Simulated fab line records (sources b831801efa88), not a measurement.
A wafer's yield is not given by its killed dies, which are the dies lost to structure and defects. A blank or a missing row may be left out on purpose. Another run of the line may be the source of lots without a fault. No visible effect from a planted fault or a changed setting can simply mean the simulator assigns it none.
fab line records / flow sky130
record: lots: 7 wafers: 21 last_day: 50
route steps=708 shown LDD_LDN@300 SPACER@304 POLY_CUT@307
lots that met no fault: from a run of the same line without faults
start_h: start of the lot's first displayed wafer, in hours after the record's first day / wait_h: hours elapsed since this lot's preceding step / " same as the row above / L1.1+2: one row covering several wafers at once / - no value, or no start given / * or withheld: withheld / < > ~ a bound
route shown NAME@n: names a module that has steps shown in the file, with the first one's number in the route / usual: mean and standard deviation over wafers with no fault / same: alike in all rows / chamber/n: place in a boat / sites: readings site by site / _std_site: how widely they spread, as a standard deviation / _edge_site: the outer-site mean with the inner-site mean subtracted / radius_mm: how far each site lies from the wafer's centre / mask NAME#n: copy n / behind: the most recent tool/chamber to have shaped the wafer / hold: why the lot was held/for how many hours/how that ended / device: which transistor (n, p or np) failed to switch / end of line: tests of these same wafers at the route's end / where a step has no rows: the recipe by itself / killed: not the wafer's yield, but the dies lost to structure and defects at the first sort / map: dies across one wafer; x = killed, . = not, _ = none there
set.NAME: the setting the step ran with; set.NAME@STEP: the setting that earlier step ran with / model.NAME: the simulator's own value behind a step, which no gauge read
certain route steps with their lots: each step a table, each wafer a row
services: a tool's chamber out of use, with start hour (start_h, from the record's first day; less than 0 if before it), hours out, and reason
== steps ==
step: SKY_LDD_LDN_IMPLANT_11
recipe: species: As energy_kev: 15 dose_cm2: 1.25e+13 tilt_deg: withheld rotation_deg: 293
step: SKY_LDD_LDN_STRIP_12
recipe: chemistry: O2/N2 power_w: 1400 pressure_mtorr: 1500 platen_temp_c: withheld o2_flow_sccm: 3000 n2_flow_sccm: 300 overash_fraction: 0.5
usual: drypump_motor_current_A: 5.6/0.4 oes_product_au: 0.716/0.0042 strip_time_to_endpoint_s: 14.17/0.045
same: overash_fraction: 0.5
lot.wafer=L612.1 tool=plasma_asher-02 chamber=0 start_h=600.20 wait_h=0.1 drypump_motor_current_A=5.8 oes_product_au=0.715 rf_hours_counter_h=18 strip_time_to_endpoint_s=14.12
lot.wafer=L612.4 tool=plasma_asher-02 chamber=1 start_h=600.20 wait_h=0.1 drypump_motor_current_A=4.9 oes_product_au=0.702 rf_hours_counter_h=- strip_time_to_endpoint_s=14.06
lot.wafer=L612.5 tool=plasma_asher-02 chamber=0 start_h=600.20 wait_h=0.1 drypump_motor_current_A=5.8 oes_product_au=0.716 rf_hours_counter_h=- strip_time_to_endpoint_s=14.07
lot.wafer=L613.1 tool=plasma_asher-03 chamber=0 start_h=608.45 wait_h=0.1 drypump_motor_current_A=5.6 oes_product_au=0.713 rf_hours_counter_h=77 strip_time_to_endpoint_s=14.15
lot.wafer=L613.3 tool=plasma_asher-03 chamber=0 start_h=608.45 wait_h=0.1 drypump_motor_current_A=5.6 oes_product_au=0.719 rf_hours_counter_h=- strip_time_to_endpoint_s=14.20
lot.wafer=L613.4 tool=plasma_asher-03 chamber=1 start_h=608.45 wait_h=0.1 drypump_motor_current_A=6.0 oes_product_au=0.713 rf_hours_counter_h=- strip_time_to_endpoint_s=14.16
lot.wafer=L614.4 tool=plasma_asher-02 chamber=1 start_h=616.48 wait_h=0.1 drypump_motor_current_A=4.9 oes_product_au=0.722 rf_hours_counter_h=- strip_time_to_endpoint_s=14.17
lot.wafer=L614.5 tool=plasma_asher-02 chamber=0 start_h=616.48 wait_h=0.1 drypump_motor_current_A=5.8 oes_product_au=0.713 rf_hours_counter_h=- strip_time_to_endpoint_s=14.16
lot.wafer=L614.6 tool=plasma_asher-02 chamber=1 start_h=616.48 wait_h=0.1 drypump_motor_current_A=4.9 oes_product_au=0.713 rf_hours_counter_h=- strip_time_to_endpoint_s=14.16
lot.wafer=L618.3 tool=plasma_asher-01 chamber=0 start_h=648.59 wait_h=0.1 drypump_motor_current_A=6.2 oes_product_au=0.719 rf_hours_counter_h=- strip_time_to_endpoint_s=14.15
lot.wafer=L618.4 tool=plasma_asher-01 chamber=1 start_h=648.59 wait_h=0.1 drypump_motor_current_A=5.5 oes_product_au=0.715 rf_hours_counter_h=- strip_time_to_endpoint_s=14.16
lot.wafer=L618.5 tool=plasma_asher-01 chamber=1 start_h=648.59 wait_h=0.1 drypump_motor_current_A=5.4 oes_product_au=0.721 rf_hours_counter_h=- strip_time_to_endpoint_s=14.16
lot.wafer=L623.1 tool=plasma_asher-03 chamber=1 start_h=689.59 wait_h=0.1 drypump_motor_current_A=6.0 oes_product_au=0.721 rf_hours_counter_h=85 strip_time_to_endpoint_s=14.18
lot.wafer=L623.2 tool=plasma_asher-03 chamber=0 start_h=689.59 wait_h=0.1 drypump_motor_current_A=5.6 oes_product_au=0.708 rf_hours_counter_h=85 strip_time_to_endpoint_s=14.19
lot.wafer=L623.5 tool=plasma_asher-03 chamber=0 start_h=689.59 wait_h=0.1 drypump_motor_current_A=5.6 oes_product_au=0.717 rf_hours_counter_h=- strip_time_to_endpoint_s=14.16
lot.wafer=L624.3 tool=plasma_asher-03 chamber=1 start_h=699.72 wait_h=0.1 drypump_motor_current_A=6.0 oes_product_au=0.717 rf_hours_counter_h=- strip_time_to_endpoint_s=14.24
lot.wafer=L624.4 tool=plasma_asher-03 chamber=0 start_h=699.72 wait_h=0.1 drypump_motor_current_A=5.6 oes_product_au=0.718 rf_hours_counter_h=- strip_time_to_endpoint_s=14.24
lot.wafer=L624.5 tool=plasma_asher-03 chamber=1 start_h=699.72 wait_h=0.1 drypump_motor_current_A=6.0 oes_product_au=0.717 rf_hours_counter_h=- strip_time_to_endpoint_s=14.13
lot.wafer=L626.2 tool=plasma_asher-02 chamber=1 start_h=718.54 wait_h=0.1 drypump_motor_current_A=4.9 oes_product_au=0.720 rf_hours_counter_h=30 strip_time_to_endpoint_s=14.16
lot.wafer=L626.3 tool=plasma_asher-02 chamber=0 start_h=718.54 wait_h=0.1 drypump_motor_current_A=5.8 oes_product_au=0.717 rf_hours_counter_h=- strip_time_to_endpoint_s=14.19
lot.wafer=L626.5 tool=plasma_asher-02 chamber=0 start_h=718.54 wait_h=0.1 drypump_motor_current_A=5.9 oes_product_au=0.712 rf_hours_counter_h=- strip_time_to_endpoint_s=14.15
step: SKY_LDD_LDN_TW_MEAS_13
usual: LDD_LDN_TW: 1479/8.8
lot.wafer=L612.1 tool=film_metro-04 chamber=- start_h=600.30 wait_h=0.1 LDD_LDN_TW=1475
lot.wafer=L612.4 tool=film_metro-04 chamber=- start_h=600.30 wait_h=0.1 LDD_LDN_TW=1483
lot.wafer=L612.5 tool=film_metro-04 chamber=- start_h=600.30 wait_h=0.1 LDD_LDN_TW=1484
lot.wafer=L613.1 tool=film_metro-03 chamber=- start_h=608.60 wait_h=0.1 LDD_LDN_TW=1469
lot.wafer=L613.3 tool=film_metro-03 chamber=- start_h=608.60 wait_h=0.1 LDD_LDN_TW=1472
lot.wafer=L613.4 tool=film_metro-03 chamber=- start_h=608.60 wait_h=0.1 LDD_LDN_TW=1473
lot.wafer=L614.4 tool=film_metro-04 chamber=- start_h=616.58 wait_h=0.1 LDD_LDN_TW=1481
lot.wafer=L614.5 tool=film_metro-04 chamber=- start_h=616.58 wait_h=0.1 LDD_LDN_TW=1478
lot.wafer=L614.6 tool=film_metro-04 chamber=- start_h=616.58 wait_h=0.1 LDD_LDN_TW=1477
lot.wafer=L618.3 tool=film_metro-02 chamber=- start_h=648.67 wait_h=0.1 LDD_LDN_TW=1488
lot.wafer=L618.4 tool=film_metro-02 chamber=- start_h=648.67 wait_h=0.1 LDD_LDN_TW=1475
lot.wafer=L618.5 tool=film_metro-02 chamber=- start_h=648.67 wait_h=0.1 LDD_LDN_TW=1465
lot.wafer=L623.1 tool=film_metro-02 chamber=- start_h=689.69 wait_h=0.1 LDD_LDN_TW=1477
lot.wafer=L623.2 tool=film_metro-02 chamber=- start_h=689.69 wait_h=0.1 LDD_LDN_TW=1479
lot.wafer=L623.5 tool=film_metro-02 chamber=- start_h=689.69 wait_h=0.1 LDD_LDN_TW=1476
lot.wafer=L624.3 tool=film_metro-04 chamber=- start_h=699.81 wait_h=0.1 LDD_LDN_TW=1475
lot.wafer=L624.4 tool=film_metro-04 chamber=- start_h=699.81 wait_h=0.1 LDD_LDN_TW=1470
lot.wafer=L624.5 tool=film_metro-04 chamber=- start_h=699.81 wait_h=0.1 LDD_LDN_TW=1477
lot.wafer=L626.2 tool=film_metro-04 chamber=- start_h=718.65 wait_h=0.1 LDD_LDN_TW=1478
lot.wafer=L626.3 tool=film_metro-04 chamber=- start_h=718.65 wait_h=0.1 LDD_LDN_TW=1468
lot.wafer=L626.5 tool=film_metro-04 chamber=- start_h=718.65 wait_h=0.1 LDD_LDN_TW=1470
step: SKY_LDD_LDN_CLEAN_14
recipe: chemistry: SC1/SC2 mix: 1:4:20 temp_c: 70 time_s: 150 dry: n2_spin
step: SKY_SPACER_CVD_00
recipe: material: Si3N4 precursor: DCS/NH3 target_thk_nm: 43.1 temp_c: 770 time_s: 740 pressure_mtorr: 250
step: SKY_SPACER_THK_MEAS_01
recipe: reads: Si3N4_of_SPACER_CVD_00
usual: SPACER_CVD_00_THK: 43.1/0.32
lot.wafer=L612.1 tool=film_metro-01 chamber=- start_h=602.75 wait_h=0.0 SPACER_CVD_00_THK[nm]=43.0
lot.wafer=L612.4 tool=film_metro-01 chamber=- start_h=602.75 wait_h=0.0 SPACER_CVD_00_THK[nm]=43.0
lot.wafer=L612.5 tool=film_metro-01 chamber=- start_h=602.75 wait_h=0.0 SPACER_CVD_00_THK[nm]=43.1
lot.wafer=L613.1 tool=film_metro-01 chamber=- start_h=610.29 wait_h=0.0 SPACER_CVD_00_THK[nm]=43.3
lot.wafer=L613.3 tool=film_metro-01 chamber=- start_h=610.29 wait_h=0.0 SPACER_CVD_00_THK[nm]=43.8
lot.wafer=L613.4 tool=film_metro-01 chamber=- start_h=610.29 wait_h=0.0 SPACER_CVD_00_THK[nm]=43.5
lot.wafer=L614.4 tool=film_metro-01 chamber=- start_h=619.02 wait_h=0.0 SPACER_CVD_00_THK[nm]=43.6
lot.wafer=L614.5 tool=film_metro-01 chamber=- start_h=619.02 wait_h=0.0 SPACER_CVD_00_THK[nm]=43.6
lot.wafer=L614.6 tool=film_metro-01 chamber=- start_h=619.02 wait_h=0.0 SPACER_CVD_00_THK[nm]=43.3
lot.wafer=L618.3 tool=film_metro-03 chamber=- start_h=650.32 wait_h=0.0 SPACER_CVD_00_THK[nm]=43.0
lot.wafer=L618.4 tool=film_metro-03 chamber=- start_h=650.32 wait_h=0.0 SPACER_CVD_00_THK[nm]=42.8
lot.wafer=L618.5 tool=film_metro-03 chamber=- start_h=650.32 wait_h=0.0 SPACER_CVD_00_THK[nm]=42.9
lot.wafer=L623.1 tool=film_metro-01 chamber=- start_h=691.01 wait_h=0.0 SPACER_CVD_00_THK[nm]=43.4
lot.wafer=L623.2 tool=film_metro-01 chamber=- start_h=691.01 wait_h=0.0 SPACER_CVD_00_THK[nm]=43.3
lot.wafer=L623.5 tool=film_metro-01 chamber=- start_h=691.01 wait_h=0.0 SPACER_CVD_00_THK[nm]=43.4
lot.wafer=L624.3 tool=film_metro-04 chamber=- start_h=702.60 wait_h=0.0 SPACER_CVD_00_THK[nm]=43.0
lot.wafer=L624.4 tool=film_metro-04 chamber=- start_h=702.60 wait_h=0.0 SPACER_CVD_00_THK[nm]=43.2
lot.wafer=L624.5 tool=film_metro-04 chamber=- start_h=702.60 wait_h=0.0 SPACER_CVD_00_THK[nm]=43.1
lot.wafer=L626.2 tool=film_metro-01 chamber=- start_h=720.53 wait_h=0.0 SPACER_CVD_00_THK[nm]=43.0
lot.wafer=L626.3 tool=film_metro-01 chamber=- start_h=720.53 wait_h=0.0 SPACER_CVD_00_THK[nm]=43.1
lot.wafer=L626.5 tool=film_metro-01 chamber=- start_h=720.53 wait_h=0.0 SPACER_CVD_00_THK[nm]=42.5
step: SKY_SPACER_ETCHBACK_02
recipe: chemistry: CH3F/O2 target: Si3N4 stop_on: SiO2 source_w: 400 bias_w: 80 pressure_mtorr: 25 ch3f_flow_sccm: 40 O2_flow_sccm: 30 time_s: 46.7 target_depth_a: 450
usual: ch3f_flow_sccm: 40.00/0.12 drypump_motor_current_A: 5.5/0.46 oes_product_au: 0.855/0.0059 throttle_valve_pct: 10.562/0.0079
same: time_s: 46.7
lot.wafer=L612.1 tool=rie_diel-03 chamber=0 start_h=602.81 wait_h=0.1 ch3f_flow_sccm=40.11 drypump_motor_current_A=5.0 oes_product_au=0.855 rf_hours_counter_h=11 throttle_valve_pct=10.547
lot.wafer=L612.4 tool=rie_diel-03 chamber=3 start_h=602.81 wait_h=0.1 ch3f_flow_sccm=39.96 drypump_motor_current_A=5.6 oes_product_au=0.849 rf_hours_counter_h=61 throttle_valve_pct=10.558
lot.wafer=L612.5 tool=rie_diel-03 chamber=2 start_h=602.81 wait_h=0.1 ch3f_flow_sccm=39.99 drypump_motor_current_A=5.8 oes_product_au=0.856 rf_hours_counter_h=- throttle_valve_pct=10.567
lot.wafer=L613.1 tool=rie_diel-02 chamber=0 start_h=610.35 wait_h=0.1 ch3f_flow_sccm=40.10 drypump_motor_current_A=5.0 oes_product_au=0.859 rf_hours_counter_h=45 throttle_valve_pct=10.549
lot.wafer=L613.3 tool=rie_diel-02 chamber=1 start_h=610.35 wait_h=0.1 ch3f_flow_sccm=40.11 drypump_motor_current_A=5.6 oes_product_au=0.860 rf_hours_counter_h=6 throttle_valve_pct=10.569
lot.wafer=L613.4 tool=rie_diel-02 chamber=3 start_h=610.35 wait_h=0.1 ch3f_flow_sccm=40.04 drypump_motor_current_A=6.4 oes_product_au=0.857 rf_hours_counter_h=20 throttle_valve_pct=10.559
lot.wafer=L614.4 tool=rie_diel-01 chamber=0 start_h=619.05 wait_h=0.0 ch3f_flow_sccm=39.82 drypump_motor_current_A=5.7 oes_product_au=0.862 rf_hours_counter_h=0 throttle_valve_pct=10.564
lot.wafer=L614.5 tool=rie_diel-01 chamber=3 start_h=619.05 wait_h=0.0 ch3f_flow_sccm=40.16 drypump_motor_current_A=5.5 oes_product_au=0.861 rf_hours_counter_h=- throttle_valve_pct=10.557
lot.wafer=L614.6 tool=rie_diel-01 chamber=0 start_h=619.05 wait_h=0.0 ch3f_flow_sccm=40.03 drypump_motor_current_A=5.7 oes_product_au=0.864 rf_hours_counter_h=- throttle_valve_pct=10.574
lot.wafer=L618.3 tool=rie_diel-03 chamber=2 start_h=650.36 wait_h=0.0 ch3f_flow_sccm=40.10 drypump_motor_current_A=5.9 oes_product_au=0.851 rf_hours_counter_h=18 throttle_valve_pct=10.547
lot.wafer=L618.4 tool=rie_diel-03 chamber=1 start_h=650.36 wait_h=0.0 ch3f_flow_sccm=39.87 drypump_motor_current_A=5.0 oes_product_au=0.857 rf_hours_counter_h=6 throttle_valve_pct=10.565
lot.wafer=L618.5 tool=rie_diel-03 chamber=3 start_h=650.36 wait_h=0.0 ch3f_flow_sccm=39.80 drypump_motor_current_A=5.5 oes_product_au=0.845 rf_hours_counter_h=- throttle_valve_pct=10.551
lot.wafer=L623.1 tool=rie_diel-02 chamber=2 start_h=691.07 wait_h=0.1 ch3f_flow_sccm=40.00 drypump_motor_current_A=5.1 oes_product_au=0.856 rf_hours_counter_h=4 throttle_valve_pct=10.561
lot.wafer=L623.2 tool=rie_diel-02 chamber=3 start_h=691.07 wait_h=0.1 ch3f_flow_sccm=39.74 drypump_motor_current_A=6.4 oes_product_au=0.857 rf_hours_counter_h=22 throttle_valve_pct=10.570
lot.wafer=L623.5 tool=rie_diel-02 chamber=3 start_h=691.07 wait_h=0.1 ch3f_flow_sccm=39.98 drypump_motor_current_A=6.4 oes_product_au=0.867 rf_hours_counter_h=- throttle_valve_pct=10.559
lot.wafer=L624.3 tool=rie_diel-02 chamber=2 start_h=702.64 wait_h=0.0 ch3f_flow_sccm=40.24 drypump_motor_current_A=5.1 oes_product_au=0.856 rf_hours_counter_h=4 throttle_valve_pct=10.571
lot.wafer=L624.4 tool=rie_diel-02 chamber=0 start_h=702.64 wait_h=0.0 ch3f_flow_sccm=40.01 drypump_motor_current_A=5.0 oes_product_au=0.849 rf_hours_counter_h=47 throttle_valve_pct=10.577
lot.wafer=L624.5 tool=rie_diel-02 chamber=1 start_h=702.64 wait_h=0.0 ch3f_flow_sccm=39.86 drypump_motor_current_A=5.6 oes_product_au=0.853 rf_hours_counter_h=- throttle_valve_pct=10.571
lot.wafer=L626.2 tool=rie_diel-01 chamber=0 start_h=720.58 wait_h=0.0 ch3f_flow_sccm=39.85 drypump_motor_current_A=5.7 oes_product_au=0.855 rf_hours_counter_h=2 throttle_valve_pct=10.560
lot.wafer=L626.3 tool=rie_diel-01 chamber=3 start_h=720.58 wait_h=0.0 ch3f_flow_sccm=40.00 drypump_motor_current_A=5.5 oes_product_au=0.853 rf_hours_counter_h=34 throttle_valve_pct=10.555
lot.wafer=L626.5 tool=rie_diel-01 chamber=3 start_h=720.58 wait_h=0.0 ch3f_flow_sccm=39.97 drypump_motor_current_A=5.5 oes_product_au=0.858 rf_hours_counter_h=- throttle_valve_pct=10.575
step: SKY_POLY_CUT_DEHYDRATE_00
recipe: temp_c: 200 time_s: 60
step: SKY_POLY_CUT_HMDS_01
recipe: prime_time_s: 60 prime_temp_c: 120
step: SKY_POLY_CUT_COAT_02
recipe: resist: BARC temp_c: withheld time_s: withheld spin_rpm: 3000 resist_thk_nm: 60
step: SKY_POLY_CUT_COAT_03
recipe: resist: KrF-thick spin_rpm: 3000 resist_thk_nm: 450
step: SKY_POLY_CUT_SOFTBAKE_04
recipe: temp_c: 100 time_s: 90 resist: KrF-thick
step: SKY_POLY_CUT_EXPOSE_05
recipe: mask_id: NPCM na: 0.8 source_shape: annular sigma_inner: 0.55 sigma_outer: 0.85 target_cd_nm: 270 dose_mj: 32
usual: exposure_dose_mJ_cm2: 32.00/0.032 focus_offset_nm: 0.0/0.5 sigma_outer: 0.85/0
lot.wafer=L612.1 tool=krf_scanner-01 chamber=- start_h=617.51 wait_h=- mask=NPCM#0 exposure_dose_mJ_cm2=- focus_offset_nm=- sigma_outer=-
lot.wafer=L612.4 tool=krf_scanner-01 chamber=- start_h=617.51 wait_h=- mask=NPCM#0 exposure_dose_mJ_cm2=- focus_offset_nm=- sigma_outer=-
lot.wafer=L612.5 tool=krf_scanner-01 chamber=- start_h=617.51 wait_h=- mask=NPCM#0 exposure_dose_mJ_cm2=- focus_offset_nm=- sigma_outer=-
lot.wafer=L613.1 tool=krf_scanner-01 chamber=- start_h=625.32 wait_h=- mask=NPCM#0 exposure_dose_mJ_cm2=- focus_offset_nm=- sigma_outer=-
lot.wafer=L613.3 tool=krf_scanner-01 chamber=- start_h=625.32 wait_h=- mask=NPCM#0 exposure_dose_mJ_cm2=- focus_offset_nm=- sigma_outer=-
lot.wafer=L613.4 tool=krf_scanner-01 chamber=- start_h=625.32 wait_h=- mask=NPCM#0 exposure_dose_mJ_cm2=- focus_offset_nm=- sigma_outer=-
lot.wafer=L614.4 tool=krf_scanner-02 chamber=- start_h=633.95 wait_h=- mask=NPCM#0 exposure_dose_mJ_cm2=- focus_offset_nm=- sigma_outer=-
lot.wafer=L614.5 tool=krf_scanner-02 chamber=- start_h=633.95 wait_h=- mask=NPCM#0 exposure_dose_mJ_cm2=- focus_offset_nm=- sigma_outer=-
lot.wafer=L614.6 tool=krf_scanner-02 chamber=- start_h=633.95 wait_h=- mask=NPCM#0 exposure_dose_mJ_cm2=- focus_offset_nm=- sigma_outer=-
lot.wafer=L618.3 tool=krf_scanner-02 chamber=0 start_h=665.00 wait_h=- mask=NPCM#0 exposure_dose_mJ_cm2=32.00 focus_offset_nm=-0.2 sigma_outer=0.85
lot.wafer=L618.4 tool=krf_scanner-02 chamber=0 start_h=665.00 wait_h=- mask=NPCM#0 exposure_dose_mJ_cm2=32.00 focus_offset_nm=-0.2 sigma_outer=0.85
lot.wafer=L618.5 tool=krf_scanner-02 chamber=0 start_h=665.00 wait_h=- mask=NPCM#0 exposure_dose_mJ_cm2=32.05 focus_offset_nm=-0.1 sigma_outer=0.85
lot.wafer=L623.1 tool=krf_scanner-02 chamber=0 start_h=705.29 wait_h=- mask=NPCM#0 exposure_dose_mJ_cm2=31.97 focus_offset_nm=-0.5 sigma_outer=0.85
lot.wafer=L623.2 tool=krf_scanner-02 chamber=0 start_h=705.29 wait_h=- mask=NPCM#0 exposure_dose_mJ_cm2=32.00 focus_offset_nm=-0.6 sigma_outer=0.85
lot.wafer=L623.5 tool=krf_scanner-02 chamber=0 start_h=705.29 wait_h=- mask=NPCM#0 exposure_dose_mJ_cm2=32.01 focus_offset_nm=-0.5 sigma_outer=0.85
lot.wafer=L624.3 tool=krf_scanner-02 chamber=0 start_h=717.25 wait_h=- mask=NPCM#0 exposure_dose_mJ_cm2=31.97 focus_offset_nm=0.4 sigma_outer=0.85
lot.wafer=L624.4 tool=krf_scanner-02 chamber=0 start_h=717.25 wait_h=- mask=NPCM#0 exposure_dose_mJ_cm2=31.99 focus_offset_nm=-0.4 sigma_outer=0.85
lot.wafer=L624.5 tool=krf_scanner-02 chamber=0 start_h=717.25 wait_h=- mask=NPCM#0 exposure_dose_mJ_cm2=31.97 focus_offset_nm=0.2 sigma_outer=0.85
lot.wafer=L626.2 tool=krf_scanner-01 chamber=0 start_h=735.18 wait_h=- mask=NPCM#0 exposure_dose_mJ_cm2=31.97 focus_offset_nm=0.0 sigma_outer=0.85
lot.wafer=L626.3 tool=krf_scanner-01 chamber=0 start_h=735.18 wait_h=- mask=NPCM#0 exposure_dose_mJ_cm2=31.97 focus_offset_nm=0.2 sigma_outer=0.85
lot.wafer=L626.5 tool=krf_scanner-01 chamber=0 start_h=735.18 wait_h=- mask=NPCM#0 exposure_dose_mJ_cm2=31.95 focus_offset_nm=-0.9 sigma_outer=0.85
step: SKY_POLY_CUT_PEB_06
recipe: peb_temp_c: withheld peb_time_s: withheld resist: KrF-thick
== services ==
tool=rie_diel-01 chamber=0 start_h=581.22 hours=- kind=clean
tool=rie_diel-01 chamber=0 start_h=581.22 hours=21.4 kind=scheduled_down
tool=rie_diel-01 chamber=0 start_h=581.22 hours=21.4 kind=vent_cycle
tool=rie_diel-02 chamber=3 start_h=591.49 hours=5.1 kind=repair
tool=rie_diel-01 chamber=2 start_h=594.38 hours=23.8 kind=repair
tool=rie_diel-02 chamber=2 start_h=595.46 hours=7.4 kind=repair
tool=rie_diel-02 chamber=3 start_h=605.65 hours=3.1 kind=repair
tool=rie_diel-01 chamber=- start_h=612.63 hours=0.7 kind=repair
tool=krf_scanner-02 chamber=- start_h=625.42 hours=3.6 kind=pm
tool=krf_scanner-01 chamber=- start_h=634.40 hours=3.6 kind=pm
tool=rie_diel-01 chamber=2 start_h=642.45 hours=7.0 kind=repair
tool=krf_scanner-01 chamber=- start_h=651.93 hours=1.0 kind=pm
tool=krf_scanner-02 chamber=- start_h=663.24 hours=0.8 kind=pm
tool=krf_scanner-01 chamber=- start_h=664.50 hours=0.8 kind=pm
tool=rie_diel-01 chamber=3 start_h=665.31 hours=25.9 kind=repair
tool=plasma_asher-03 chamber=- start_h=666.57 hours=2.0 kind=repair
tool=krf_scanner-01 chamber=- start_h=668.11 hours=1.3 kind=pm
tool=plasma_asher-03 chamber=- start_h=686.33 hours=1.7 kind=repair
tool=krf_scanner-02 chamber=- start_h=688.18 hours=1.3 kind=pm
tool=krf_scanner-02 chamber=- start_h=689.48 hours=1.0 kind=pm
tool=krf_scanner-02 chamber=- start_h=694.53 hours=4.0 kind=pm
tool=plasma_asher-02 chamber=- start_h=698.16 hours=0.6 kind=repair
tool=plasma_asher-02 chamber=- start_h=701.27 hours=4.0 kind=pm
tool=plasma_asher-01 chamber=- start_h=734.11 hours=4.1 kind=repair
== key ==
first_sign: step: SKY_POLY_CUT_EXPOSE_05 reading: tool_record direction: missing
effect none on later readings
met_at SKY_POLY_CUT_EXPOSE_05
struck_wafers L612.1,L612.4,L612.5,L613.1,L613.3,L613.4,L614.4,L614.5,L614.6
later_rows_left_out L612.1,L612.4,L612.5,L613.1,L613.3,L613.4,L614.4,L614.5,L614.6
sort_left_out L612.1,L612.4,L612.5,L613.1,L613.3,L613.4,L614.4,L614.5,L614.6
tester_left_out L612,L613,L614
fault: kind: skipped_step_whole tool: krf_scanner-01,krf_scanner-02 chamber: - onset_h: 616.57 steps: SKY_POLY_CUT_EXPOSE_05 scope: struck_lots_only
tester_left_out: of these lots the tester's yield and bins aren't shown, on N5 and GAA mostly nor the transistor test; their killed dies are dies lost to structure and defects alone, not to doping, threshold or leakage, so they don't give the yield
sort_left_out: the simulated sort isn't trusted on such a fault, so these wafers' sort isn't shown, and their yield isn't known
later_rows_left_out: the simulator's readings of these wafers behind a module that went badly wrong aren't trusted and aren't shown, but for the sort
